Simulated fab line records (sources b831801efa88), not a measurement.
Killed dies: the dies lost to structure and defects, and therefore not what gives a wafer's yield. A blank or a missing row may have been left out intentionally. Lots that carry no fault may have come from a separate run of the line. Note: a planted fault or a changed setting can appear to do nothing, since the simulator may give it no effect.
fab line records :: flow sky130
record
  lots=6
  wafers=18
  last_day=50
route steps=708 shown SD_P@324 RES_XHIGH@332 PAD_OPEN@708
lots with no fault: from the same line, run without faults
start_h: start of the lot's first displayed wafer, in hours after the record's first day :: wait_h: hours from the lot's prior step to this one :: " same as the row above :: L1.1+2: one row covering several wafers at once :: - value missing, or start not given :: * or withheld: withheld :: < > ~ a bound
route shown NAME@n: NAME is a module with steps in the file, n the number in the route of the first one :: usual: mean and standard deviation over wafers with no fault :: same: alike in all rows :: chamber/n: place in a boat :: sites: per-site readings :: _std_site: standard deviation across them :: _edge_site: mean of outer sites minus mean of inner sites :: radius_mm: for every site, how far away it sits from the centre of the wafer :: mask NAME#n: copy n :: behind: tool/chamber where the wafer was last shaped :: hold: why the lot was held/for how many hours/how that ended :: device: transistor that didn't switch, given as n, p or np :: end of line: tests of these same wafers at the route's end :: a step given without rows: its recipe and nothing more :: killed: the dies lost at the first sort to structure and to defects; this is not the yield of the wafer :: map: dies across one wafer; x = killed, . = not, _ = none there
set.NAME: setting as actually run; set.NAME@STEP: the setting as run at that earlier step :: model.NAME: the simulator's own value behind a step, which no gauge read
a table for each step, a row for each wafer; lots at some steps of the route
services: the hour from which a tool's chamber was out of use, counted from the record's first day as start_h (under 0 if before that day), plus the number of hours and why
## steps
# step SKY_SD_P_EXPOSE_04
# recipe
  mask_id=PSDM
  na=0.6
  source_shape=conventional
  sigma_outer=0.6
  polarization=unpolarized
  target_cd_nm=380
  dose_mj=138
# step SKY_SD_P_PEB_05
# recipe
  temp_c=withheld
  time_s=*
  resist=NOVOLAK
# step SKY_SD_P_DEVELOP_06
# recipe
  resist=NOVOLAK
  developer=TMAH
  develop_time_s=60
  dev_temp_c=23
# step SKY_SD_P_CD_MEAS_07
# recipe
  target_cd_nm=380
# usual
  cd_nm=379.4/2.3
lot.wafer: L324.2
tool: cd_sem-01
chamber: -
start_h: 594.10
wait_h: 0.1
cd_nm: 382.7

lot.wafer: L324.4
tool: cd_sem-01
chamber: -
start_h: 594.10
wait_h: 0.1
cd_nm: 385.7

lot.wafer: L324.6
tool: cd_sem-01
chamber: -
start_h: 594.10
wait_h: 0.1
cd_nm: 385.4

lot.wafer: L326.3
tool: cd_sem-01
chamber: -
start_h: 612.37
wait_h: 0.1
cd_nm: 378.5

lot.wafer: L326.5
tool: cd_sem-01
chamber: -
start_h: 612.37
wait_h: 0.1
cd_nm: 377.3

lot.wafer: L326.6
tool: cd_sem-01
chamber: -
start_h: 612.37
wait_h: 0.1
cd_nm: 377.4

lot.wafer: L329.2
tool: cd_sem-01
chamber: -
start_h: 645.15
wait_h: 0.1
cd_nm: 380.4

lot.wafer: L329.5
tool: cd_sem-01
chamber: -
start_h: 645.15
wait_h: 0.1
cd_nm: 380.3

lot.wafer: L329.6
tool: cd_sem-01
chamber: -
start_h: 645.15
wait_h: 0.1
cd_nm: 380.2

lot.wafer: L338.3
tool: cd_sem-02
chamber: -
start_h: 709.18
wait_h: 0.1
cd_nm: 380.8

lot.wafer: L338.5
tool: cd_sem-02
chamber: -
start_h: 709.18
wait_h: 0.1
cd_nm: 381.3

lot.wafer: L338.6
tool: cd_sem-02
chamber: -
start_h: 709.18
wait_h: 0.1
cd_nm: 380.1

lot.wafer: L336.2
tool: cd_sem-01
chamber: -
start_h: 714.66
wait_h: 0.1
cd_nm: 378.5

lot.wafer: L336.4
tool: cd_sem-01
chamber: -
start_h: 714.66
wait_h: 0.1
cd_nm: 378.9

lot.wafer: L336.5
tool: cd_sem-01
chamber: -
start_h: 714.66
wait_h: 0.1
cd_nm: 381.1

lot.wafer: L345.1
tool: cd_sem-01
chamber: -
start_h: 766.99
wait_h: 0.1
cd_nm: 376.6

lot.wafer: L345.3
tool: cd_sem-01
chamber: -
start_h: 766.99
wait_h: 0.1
cd_nm: 378.1

lot.wafer: L345.6
tool: cd_sem-01
chamber: -
start_h: 766.99
wait_h: 0.1
cd_nm: 379.3
# step SKY_SD_P_OVL_MEAS_08
# usual
  SD_P_OVL=-0.4/1.2
lot.wafer: L324.2
tool: overlay-02
chamber: -
start_h: 594.21
wait_h: 0.1
SD_P_OVL[nm]: 0.6

lot.wafer: L324.4
tool: overlay-02
chamber: -
start_h: 594.21
wait_h: 0.1
SD_P_OVL[nm]: 0.6

lot.wafer: L324.6
tool: overlay-02
chamber: -
start_h: 594.21
wait_h: 0.1
SD_P_OVL[nm]: -0.5

lot.wafer: L326.3
tool: overlay-01
chamber: -
start_h: 612.47
wait_h: 0.1
SD_P_OVL[nm]: 0.2

lot.wafer: L326.5
tool: overlay-01
chamber: -
start_h: 612.47
wait_h: 0.1
SD_P_OVL[nm]: 0.3

lot.wafer: L326.6
tool: overlay-01
chamber: -
start_h: 612.47
wait_h: 0.1
SD_P_OVL[nm]: -0.1

lot.wafer: L329.2
tool: overlay-02
chamber: -
start_h: 645.26
wait_h: 0.1
SD_P_OVL[nm]: -0.6

lot.wafer: L329.5
tool: overlay-02
chamber: -
start_h: 645.26
wait_h: 0.1
SD_P_OVL[nm]: 1.3

lot.wafer: L329.6
tool: overlay-02
chamber: -
start_h: 645.26
wait_h: 0.1
SD_P_OVL[nm]: -1.2

lot.wafer: L338.3
tool: overlay-01
chamber: -
start_h: 709.27
wait_h: 0.1
SD_P_OVL[nm]: -0.6

lot.wafer: L338.5
tool: overlay-01
chamber: -
start_h: 709.27
wait_h: 0.1
SD_P_OVL[nm]: -1.5

lot.wafer: L338.6
tool: overlay-01
chamber: -
start_h: 709.27
wait_h: 0.1
SD_P_OVL[nm]: -1.4

lot.wafer: L336.2
tool: overlay-02
chamber: -
start_h: 714.76
wait_h: 0.1
SD_P_OVL[nm]: -2.1

lot.wafer: L336.4
tool: overlay-02
chamber: -
start_h: 714.76
wait_h: 0.1
SD_P_OVL[nm]: -0.3

lot.wafer: L336.5
tool: overlay-02
chamber: -
start_h: 714.76
wait_h: 0.1
SD_P_OVL[nm]: 0.3

lot.wafer: L345.1
tool: overlay-02
chamber: -
start_h: 767.11
wait_h: 0.1
SD_P_OVL[nm]: 0.2

lot.wafer: L345.3
tool: overlay-02
chamber: -
start_h: 767.11
wait_h: 0.1
SD_P_OVL[nm]: -0.3

lot.wafer: L345.6
tool: overlay-02
chamber: -
start_h: 767.11
wait_h: 0.1
SD_P_OVL[nm]: 1.1
# step SKY_SD_P_IMPLANT_09
# recipe
  species=BF2
  energy_kev=20
  dose_cm2=3e+15
  tilt_deg=0
# step SKY_SD_P_STRIP_10
# recipe
  chemistry=O2/N2
  power_w=1400
  pressure_mtorr=1500
  platen_temp_c=withheld
  o2_flow_sccm=3000
  n2_flow_sccm=300
  overash_fraction=0.5
# usual
  drypump_motor_current_A=5.7/0.65
  oes_product_au=0.617/0.0044
  strip_time_to_endpoint_s=17.49/0.044
lot.wafer: L324.2
tool: plasma_asher-02
chamber: 1
start_h: 594.39
wait_h: 0.1
drypump_motor_current_A: 6.1
oes_product_au: 0.619
rf_hours_counter_h: 17
strip_time_to_endpoint_s: 17.54

lot.wafer: L324.4
tool: plasma_asher-02
chamber: 0
start_h: 594.39
wait_h: 0.1
drypump_motor_current_A: 5.0
oes_product_au: 0.625
rf_hours_counter_h: -
strip_time_to_endpoint_s: 17.53

lot.wafer: L324.6
tool: plasma_asher-02
chamber: 0
start_h: 594.39
wait_h: 0.1
drypump_motor_current_A: 5.0
oes_product_au: 0.621
rf_hours_counter_h: -
strip_time_to_endpoint_s: 17.54

lot.wafer: L326.3
tool: plasma_asher-01
chamber: 0
start_h: 612.67
wait_h: 0.1
drypump_motor_current_A: 5.2
oes_product_au: 0.615
rf_hours_counter_h: -
strip_time_to_endpoint_s: 17.43

lot.wafer: L326.5
tool: plasma_asher-01
chamber: 0
start_h: 612.67
wait_h: 0.1
drypump_motor_current_A: 5.2
oes_product_au: 0.615
rf_hours_counter_h: -
strip_time_to_endpoint_s: 17.49

lot.wafer: L326.6
tool: plasma_asher-01
chamber: 1
start_h: 612.67
wait_h: 0.1
drypump_motor_current_A: 4.8
oes_product_au: 0.618
rf_hours_counter_h: -
strip_time_to_endpoint_s: 17.41

lot.wafer: L329.2
tool: plasma_asher-01
chamber: 0
start_h: 645.44
wait_h: 0.1
drypump_motor_current_A: 5.2
oes_product_au: 0.611
rf_hours_counter_h: 81
strip_time_to_endpoint_s: 17.47

lot.wafer: L329.5
tool: plasma_asher-01
chamber: 1
start_h: 645.44
wait_h: 0.1
drypump_motor_current_A: 4.8
oes_product_au: 0.613
rf_hours_counter_h: -
strip_time_to_endpoint_s: 17.47

lot.wafer: L329.6
tool: plasma_asher-01
chamber: 0
start_h: 645.44
wait_h: 0.1
drypump_motor_current_A: 5.2
oes_product_au: 0.625
rf_hours_counter_h: -
strip_time_to_endpoint_s: 17.50

lot.wafer: L338.3
tool: plasma_asher-01
chamber: 1
start_h: 709.47
wait_h: 0.1
drypump_motor_current_A: 4.8
oes_product_au: 0.615
rf_hours_counter_h: -
strip_time_to_endpoint_s: 17.48

lot.wafer: L338.5
tool: plasma_asher-01
chamber: 0
start_h: 709.47
wait_h: 0.1
drypump_motor_current_A: 5.2
oes_product_au: 0.612
rf_hours_counter_h: -
strip_time_to_endpoint_s: 17.48

lot.wafer: L338.6
tool: plasma_asher-01
chamber: 1
start_h: 709.47
wait_h: 0.1
drypump_motor_current_A: 4.8
oes_product_au: 0.612
rf_hours_counter_h: -
strip_time_to_endpoint_s: 17.44

lot.wafer: L336.2
tool: plasma_asher-02
chamber: 1
start_h: 714.94
wait_h: 0.1
drypump_motor_current_A: 6.1
oes_product_au: 0.612
rf_hours_counter_h: 29
strip_time_to_endpoint_s: 17.36

lot.wafer: L336.4
tool: plasma_asher-02
chamber: 0
start_h: 714.94
wait_h: 0.1
drypump_motor_current_A: 5.0
oes_product_au: 0.611
rf_hours_counter_h: -
strip_time_to_endpoint_s: 17.48

lot.wafer: L336.5
tool: plasma_asher-02
chamber: 0
start_h: 714.94
wait_h: 0.1
drypump_motor_current_A: 5.0
oes_product_au: 0.614
rf_hours_counter_h: -
strip_time_to_endpoint_s: 17.45

lot.wafer: L345.1
tool: plasma_asher-04
chamber: 0
start_h: 767.29
wait_h: 0.1
drypump_motor_current_A: 6.6
oes_product_au: 0.616
rf_hours_counter_h: 64
strip_time_to_endpoint_s: 17.51

lot.wafer: L345.3
tool: plasma_asher-04
chamber: 1
start_h: 767.29
wait_h: 0.1
drypump_motor_current_A: 5.8
oes_product_au: 0.629
rf_hours_counter_h: -
strip_time_to_endpoint_s: 17.50

lot.wafer: L345.6
tool: plasma_asher-04
chamber: 0
start_h: 767.29
wait_h: 0.1
drypump_motor_current_A: 6.7
oes_product_au: 0.613
rf_hours_counter_h: -
strip_time_to_endpoint_s: 17.56
# step SKY_SD_P_TW_MEAS_11
# usual
  SD_P_TW=2815/23
lot.wafer: L324.2
tool: film_metro-01
chamber: -
start_h: 594.50
wait_h: 0.1
SD_P_TW: 2827

lot.wafer: L324.4
tool: film_metro-01
chamber: -
start_h: 594.50
wait_h: 0.1
SD_P_TW: 2827

lot.wafer: L324.6
tool: film_metro-01
chamber: -
start_h: 594.50
wait_h: 0.1
SD_P_TW: 2832

lot.wafer: L326.3
tool: film_metro-01
chamber: -
start_h: 612.76
wait_h: 0.1
SD_P_TW: 2841

lot.wafer: L326.5
tool: film_metro-01
chamber: -
start_h: 612.76
wait_h: 0.1
SD_P_TW: 2835

lot.wafer: L326.6
tool: film_metro-01
chamber: -
start_h: 612.76
wait_h: 0.1
SD_P_TW: 2842

lot.wafer: L329.2
tool: film_metro-02
chamber: -
start_h: 645.55
wait_h: 0.1
SD_P_TW: 2774

lot.wafer: L329.5
tool: film_metro-02
chamber: -
start_h: 645.55
wait_h: 0.1
SD_P_TW: 2786

lot.wafer: L329.6
tool: film_metro-02
chamber: -
start_h: 645.55
wait_h: 0.1
SD_P_TW: 2786

lot.wafer: L338.3
tool: film_metro-04
chamber: -
start_h: 709.56
wait_h: 0.1
SD_P_TW: 2842

lot.wafer: L338.5
tool: film_metro-04
chamber: -
start_h: 709.56
wait_h: 0.1
SD_P_TW: 2831

lot.wafer: L338.6
tool: film_metro-04
chamber: -
start_h: 709.56
wait_h: 0.1
SD_P_TW: 2829

lot.wafer: L336.2
tool: film_metro-04
chamber: -
start_h: 715.05
wait_h: 0.1
SD_P_TW: 2828

lot.wafer: L336.4
tool: film_metro-04
chamber: -
start_h: 715.05
wait_h: 0.1
SD_P_TW: 2831

lot.wafer: L336.5
tool: film_metro-04
chamber: -
start_h: 715.05
wait_h: 0.1
SD_P_TW: 2828

lot.wafer: L345.1
tool: film_metro-02
chamber: -
start_h: 767.39
wait_h: 0.1
SD_P_TW: 2780

lot.wafer: L345.3
tool: film_metro-02
chamber: -
start_h: 767.39
wait_h: 0.1
SD_P_TW: 2791

lot.wafer: L345.6
tool: film_metro-02
chamber: -
start_h: 767.39
wait_h: 0.1
SD_P_TW: 2783
# step SKY_RES_XHIGH_DEHYDRATE_00
# recipe
  temp_c=200
  time_s=60
# step SKY_RES_XHIGH_HMDS_01
# recipe
  prime_time_s=60
  prime_temp_c=120
# step SKY_RES_XHIGH_COAT_02
# recipe
  resist=NOVOLAK
  spin_rpm=3000
  resist_thk_nm=1140
# step SKY_RES_XHIGH_SOFTBAKE_03
# recipe
  temp_c=90
  time_s=60
  resist=NOVOLAK
# step SKY_RES_XHIGH_EXPOSE_04
# recipe
  mask_id=URPM
  na=0.6
  source_shape=conventional
  sigma_outer=0.6
  polarization=unpolarized
  target_cd_nm=1270
  dose_mj=140
# usual
  exposure_dose_mJ_cm2=139.98/0.15
  stage_vel_mm_s=499.98/0.21
lot.wafer: L324.2
tool: iline_stepper-01
chamber: 0
start_h: 609.38
wait_h: -
mask: URPM#0
exposure_dose_mJ_cm2: 139.94
stage_vel_mm_s: 499.94

lot.wafer: L324.4
tool: iline_stepper-01
chamber: 0
start_h: 609.38
wait_h: -
mask: URPM#0
exposure_dose_mJ_cm2: 140.28
stage_vel_mm_s: 499.74

lot.wafer: L324.6
tool: iline_stepper-01
chamber: 0
start_h: 609.38
wait_h: -
mask: URPM#0
exposure_dose_mJ_cm2: 139.77
stage_vel_mm_s: 499.89

lot.wafer: L326.3
tool: iline_stepper-01
chamber: 0
start_h: 626.35
wait_h: -
mask: URPM#0
exposure_dose_mJ_cm2: 139.76
stage_vel_mm_s: 499.96

lot.wafer: L326.5
tool: iline_stepper-01
chamber: 0
start_h: 626.35
wait_h: -
mask: URPM#0
exposure_dose_mJ_cm2: 140.15
stage_vel_mm_s: 500.12

lot.wafer: L326.6
tool: iline_stepper-01
chamber: 0
start_h: 626.35
wait_h: -
mask: URPM#0
exposure_dose_mJ_cm2: 139.95
stage_vel_mm_s: 500.10

lot.wafer: L329.2
tool: iline_stepper-01
chamber: 0
start_h: 659.27
wait_h: -
mask: URPM#0
exposure_dose_mJ_cm2: 140.14
stage_vel_mm_s: 500.05

lot.wafer: L329.5
tool: iline_stepper-01
chamber: 0
start_h: 659.27
wait_h: -
mask: URPM#0
exposure_dose_mJ_cm2: 140.14
stage_vel_mm_s: 499.89

lot.wafer: L329.6
tool: iline_stepper-01
chamber: 0
start_h: 659.27
wait_h: -
mask: URPM#0
exposure_dose_mJ_cm2: 139.90
stage_vel_mm_s: 500.16

lot.wafer: L338.3
tool: iline_stepper-01
chamber: 0
start_h: 722.83
wait_h: -
mask: URPM#0
exposure_dose_mJ_cm2: 139.93
stage_vel_mm_s: 500.18

lot.wafer: L338.5
tool: iline_stepper-01
chamber: 0
start_h: 722.83
wait_h: -
mask: URPM#0
exposure_dose_mJ_cm2: 140.11
stage_vel_mm_s: 500.05

lot.wafer: L338.6
tool: iline_stepper-01
chamber: 0
start_h: 722.83
wait_h: -
mask: URPM#0
exposure_dose_mJ_cm2: 139.94
stage_vel_mm_s: 499.87

lot.wafer: L336.2
tool: iline_stepper-01
chamber: 0
start_h: 729.00
wait_h: -
mask: URPM#0
exposure_dose_mJ_cm2: 132.23
stage_vel_mm_s: 499.77

lot.wafer: L336.4
tool: iline_stepper-01
chamber: 0
start_h: 729.00
wait_h: -
mask: URPM#0
exposure_dose_mJ_cm2: 132.44
stage_vel_mm_s: 500.00

lot.wafer: L336.5
tool: iline_stepper-01
chamber: 0
start_h: 729.00
wait_h: -
mask: URPM#0
exposure_dose_mJ_cm2: 132.33
stage_vel_mm_s: 500.02

lot.wafer: L345.1
tool: iline_stepper-01
chamber: 0
start_h: 780.26
wait_h: -
mask: URPM#0
exposure_dose_mJ_cm2: 132.40
stage_vel_mm_s: 500.08

lot.wafer: L345.3
tool: iline_stepper-01
chamber: 0
start_h: 780.26
wait_h: -
mask: URPM#0
exposure_dose_mJ_cm2: 132.36
stage_vel_mm_s: 500.02

lot.wafer: L345.6
tool: iline_stepper-01
chamber: 0
start_h: 780.26
wait_h: -
mask: URPM#0
exposure_dose_mJ_cm2: 132.24
stage_vel_mm_s: 499.95
# step SKY_RES_XHIGH_PEB_05
# recipe
  temp_c=withheld
  time_s=*
  resist=NOVOLAK
# step SKY_PAD_OPEN_PROBE_99
# usual
  killed_at_M0_to_M3=42/5.8
  killed_at_M4_up=3.0/2
  killed_at_contacts=24/5.5
  killed_at_front_end=15/3.9
  killed_at_other=0.3/0.54
  killed_dies=85/8.8
  killed_open=47/6.8
  killed_short=38/5.9
# same
  gross_dies=492
  killed_at_back_side=0
lot.wafer: L326.3
tool: prober-02
chamber: -
start_h: 1097.44
wait_h: 0.2
killed_at_M0_to_M3: 43
killed_at_M4_up: 2
killed_at_contacts: 19
killed_at_front_end: 20
killed_at_other: 0
killed_dies: 84
killed_open: 47
killed_short: 37

lot.wafer: L326.5
tool: prober-02
chamber: -
start_h: 1097.54
wait_h: 0.2
killed_at_M0_to_M3: 42
killed_at_M4_up: 3
killed_at_contacts: 29
killed_at_front_end: 14
killed_at_other: 0
killed_dies: 88
killed_open: 55
killed_short: 33

lot.wafer: L326.6
tool: prober-02
chamber: -
start_h: 1097.59
wait_h: 0.2
killed_at_M0_to_M3: 33
killed_at_M4_up: 1
killed_at_contacts: 23
killed_at_front_end: 10
killed_at_other: 0
killed_dies: 67
killed_open: 37
killed_short: 30

lot.wafer: L329.2
tool: prober-01
chamber: -
start_h: 1122.99
wait_h: 0.1
killed_at_M0_to_M3: 34
killed_at_M4_up: 8
killed_at_contacts: 25
killed_at_front_end: 9
killed_at_other: 0
killed_dies: 76
killed_open: 33
killed_short: 43

lot.wafer: L329.5
tool: prober-01
chamber: -
start_h: 1123.14
wait_h: 0.2
killed_at_M0_to_M3: 29
killed_at_M4_up: 2
killed_at_contacts: 31
killed_at_front_end: 19
killed_at_other: 0
killed_dies: 81
killed_open: 47
killed_short: 34

lot.wafer: L329.6
tool: prober-01
chamber: -
start_h: 1123.19
wait_h: 0.2
killed_at_M0_to_M3: 43
killed_at_M4_up: 7
killed_at_contacts: 23
killed_at_front_end: 14
killed_at_other: 0
killed_dies: 87
killed_open: 42
killed_short: 45

lot.wafer: L338.3
tool: prober-02
chamber: -
start_h: 1165.07
wait_h: 0.2
killed_at_M0_to_M3: 44
killed_at_M4_up: 6
killed_at_contacts: 15
killed_at_front_end: 11
killed_at_other: 0
killed_dies: 76
killed_open: 42
killed_short: 34

lot.wafer: L338.5
tool: prober-02
chamber: -
start_h: 1165.17
wait_h: 0.2
killed_at_M0_to_M3: 37
killed_at_M4_up: 3
killed_at_contacts: 33
killed_at_front_end: 14
killed_at_other: 1
killed_dies: 88
killed_open: 46
killed_short: 42

lot.wafer: L338.6
tool: prober-02
chamber: -
start_h: 1165.22
wait_h: 0.2
killed_at_M0_to_M3: 44
killed_at_M4_up: 3
killed_at_contacts: 20
killed_at_front_end: 16
killed_at_other: 0
killed_dies: 83
killed_open: 42
killed_short: 41

lot.wafer: L336.2
tool: prober-02
chamber: -
start_h: 1172.54
wait_h: 0.1
killed_at_M0_to_M3: 36
killed_at_M4_up: 4
killed_at_contacts: 25
killed_at_front_end: 13
killed_at_other: 0
killed_dies: 78
killed_open: 50
killed_short: 28

lot.wafer: L336.4
tool: prober-02
chamber: -
start_h: 1172.64
wait_h: 0.2
killed_at_M0_to_M3: 42
killed_at_M4_up: 1
killed_at_contacts: 26
killed_at_front_end: 9
killed_at_other: 0
killed_dies: 78
killed_open: 42
killed_short: 35

lot.wafer: L336.5
tool: prober-02
chamber: -
start_h: 1172.69
wait_h: 0.2
killed_at_M0_to_M3: 37
killed_at_M4_up: 4
killed_at_contacts: 26
killed_at_front_end: 11
killed_at_other: 0
killed_dies: 78
killed_open: 42
killed_short: 35
# killed by level:class
L326.3 VIA1:geometric_particle:open=10 POLY_GATE:geometric_particle:open=6 CONTACT:geometric_particle:open=6 VIA2:geometric_particle:open=6 CONTACT:geometric_particle:short=5 VIA3:geometric_particle:open=5 POLY_GATE:geometric_particle:short=4 LI_CONTACT:geometric_particle:open=4
L326.5 LI_CONTACT:geometric_particle:open=12 VIA1:geometric_particle:open=11 CONTACT:geometric_particle:open=8 VIA2:geometric_particle:open=8 POLY_GATE:geometric_particle:open=5 METAL2:geometric_particle:short=5 LI_CONTACT:geometric_particle:short=4 VIA2:geometric_particle:short=4
L326.6 CONTACT:geometric_particle:open=8 LI_CONTACT:geometric_particle:open=6 VIA1:geometric_particle:open=5 METAL2:geometric_particle:short=5 VIA2:geometric_particle:open=5 FIELD_ISO:geometric_particle:short=4 LI_CONTACT:geometric_particle:short=4 VIA3:geometric_particle:short=4
L329.2 CONTACT:geometric_particle:open=7 CONTACT:geometric_particle:short=7 METAL1:geometric_particle:short=6 METAL4:geometric_particle:short=6 FIELD_ISO:geometric_particle:open=5 LI_CONTACT:geometric_particle:open=4 LOCAL_INTERCONNECT:geometric_particle:short=4 METAL2:geometric_particle:short=4
L329.5 LI_CONTACT:geometric_particle:open=12 CONTACT:geometric_particle:open=10 VIA3:geometric_particle:open=9 FIELD_ISO:geometric_particle:open=7 METAL2:geometric_particle:short=7 POLY_GATE:geometric_particle:open=4 CONTACT:geometric_particle:short=4 FIELD_ISO:geometric_particle:short=3
L329.6 VIA1:geometric_particle:open=9 VIA2:geometric_particle:open=8 CONTACT:geometric_particle:open=6 LI_CONTACT:geometric_particle:open=6 METAL1:geometric_particle:short=6 METAL2:geometric_particle:short=6 VIA2:geometric_particle:short=5 METAL4:geometric_particle:short=5
L338.3 VIA1:geometric_particle:open=13 METAL2:geometric_particle:short=8 VIA3:geometric_particle:open=7 LI_CONTACT:geometric_particle:open=6 CONTACT:geometric_particle:open=5 METAL3:geometric_particle:short=5 METAL1:geometric_particle:short=3 SPACER:geometric_particle:short=3
L338.5 CONTACT:geometric_particle:open=11 VIA1:geometric_particle:open=11 LI_CONTACT:geometric_particle:open=8 LI_CONTACT:geometric_particle:short=6 VIA1:geometric_particle:short=6 LOCAL_INTERCONNECT:geometric_particle:short=5 METAL2:geometric_particle:short=4 FIELD_ISO:geometric_particle:short=3
L338.6 CONTACT:geometric_particle:open=12 METAL2:geometric_particle:short=8 VIA3:geometric_particle:open=7 VIA2:geometric_particle:open=6 FIELD_ISO:geometric_particle:open=5 VIA1:geometric_particle:open=5 VIA3:geometric_particle:short=5 METAL1:geometric_particle:short=5
L336.2 VIA1:geometric_particle:open=13 LI_CONTACT:geometric_particle:open=10 CONTACT:geometric_particle:open=10 VIA2:geometric_particle:open=6 POLY_GATE:geometric_particle:open=4 METAL1:geometric_particle:short=4 METAL2:geometric_particle:short=4 FIELD_ISO:geometric_particle:open=3
L336.4 VIA1:geometric_particle:open=13 CONTACT:geometric_particle:open=8 LI_CONTACT:geometric_particle:short=6 LI_CONTACT:geometric_particle:open=5 LOCAL_INTERCONNECT:geometric_particle:short=5 VIA1:geometric_particle:short=4 VIA2:geometric_particle:open=4 FIELD_ISO:geometric_particle:short=3
L336.5 CONTACT:geometric_particle:open=13 VIA1:geometric_particle:open=10 METAL1:geometric_particle:short=8 LI_CONTACT:geometric_particle:open=7 VIA1:geometric_particle:short=5 VIA3:geometric_particle:open=4 METAL2:geometric_particle:short=4 POLY_GATE:geometric_particle:short=3
## services
tool: plasma_asher-01
chamber: -
start_h: 594.66
hours: 3.3
kind: repair

tool: iline_stepper-01
chamber: 0
start_h: 598.04
hours: -
kind: calibration

tool: iline_stepper-01
chamber: -
start_h: 604.02
hours: 1.7
kind: pm

tool: plasma_asher-01
chamber: -
start_h: 652.99
hours: 6.3
kind: repair

tool: plasma_asher-02
chamber: -
start_h: 711.60
hours: 2.8
kind: pm

tool: plasma_asher-04
chamber: -
start_h: 718.68
hours: 1.3
kind: repair

tool: plasma_asher-02
chamber: -
start_h: 738.30
hours: 37.4
kind: repair

tool: iline_stepper-01
chamber: -
start_h: 749.98
hours: 28.9
kind: pm

tool: plasma_asher-04
chamber: -
start_h: 754.40
hours: 3.5
kind: repair

tool: plasma_asher-04
chamber: -
start_h: 772.64
hours: 0.4
kind: repair
## key
first_sign
  step=SKY_RES_XHIGH_EXPOSE_04
  reading=exposure_dose_mJ_cm2
  direction=down
  sigmas=52
  usual=*
  struck=*
effect none on later readings
met_at SKY_RES_XHIGH_EXPOSE_04
struck_wafers L336.2,L336.4,L336.5,L345.1,L345.3,L345.6
tester_left_out L336,L345
onset_between 722.83 729.00
fault
  kind=process_parameter_drift
  tool=iline_stepper-01
  chamber=-
  onset_h=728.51
  steps=SKY_RES_XHIGH_EXPOSE_04
  channel=dose_mj
  offset=-7.703
  shape=step
  acts_in=these_recipes_only
  stated=140
# tester_left_out: of these lots the tester's yield and bins aren't shown, on N5 and GAA mostly nor the transistor test; their killed dies are dies lost to structure and defects alone, not to doping, threshold or leakage, so they don't give the yield
